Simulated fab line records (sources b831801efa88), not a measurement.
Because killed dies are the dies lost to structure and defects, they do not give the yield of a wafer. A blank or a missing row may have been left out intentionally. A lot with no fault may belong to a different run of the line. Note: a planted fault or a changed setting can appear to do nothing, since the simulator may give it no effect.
The tool behind it: which one? -- flow gf180mcu -- route of 602 steps, sampled at 1 step: 7 lots, 21 wafers

WHAT THE GAUGES SHOWED, per wafer
GF_LVPWELL_OVL_MEAS_07.
lot,measured,on,LVPWELL_OVL (nm)
L797,day 4 15:15,overlay-02,1.7 0.5 2.0
L800,day 5 01:15,overlay-02,0.1 0.8 1.2
L801,day 5 13:31,overlay-02,1.6 0.8 0.8
L811,day 7 08:40,overlay-02,0.8 1.8 3.3
L813,day 7 19:10,overlay-01,3.5 1.5 0.4
L815,day 8 05:14,overlay-02,1.9 1.4 1.8
L817,day 8 17:30,overlay-01,0.3 0.8 1.8

EACH LOT AND THE TOOL THAT RAN IT (in order: tool; ch and the chambers of the sampled wafers; start)
No process step before these readings appears in the record.

THE ANSWER, worked out from the rows above alone
Rule: usual is defined by the lots themselves. Put in order of their means at a reading, lots are off if they are a third of the lots or fewer, leave a main group of 4 or more, and stand apart from it by a gap of 3 or more times the standard deviation of the main group's means; of several such gaps the widest counts. If all means in a main group match to the digits the tables above print for the reading, that group is not used. Also off: a lot with no number at a reading for which 4 or more lots have one. All remaining lots with rows at the step are treated as sound.
Nothing can be told from this: no lot is off at any reading shown.

WHAT THE SIMULATOR PUT IN
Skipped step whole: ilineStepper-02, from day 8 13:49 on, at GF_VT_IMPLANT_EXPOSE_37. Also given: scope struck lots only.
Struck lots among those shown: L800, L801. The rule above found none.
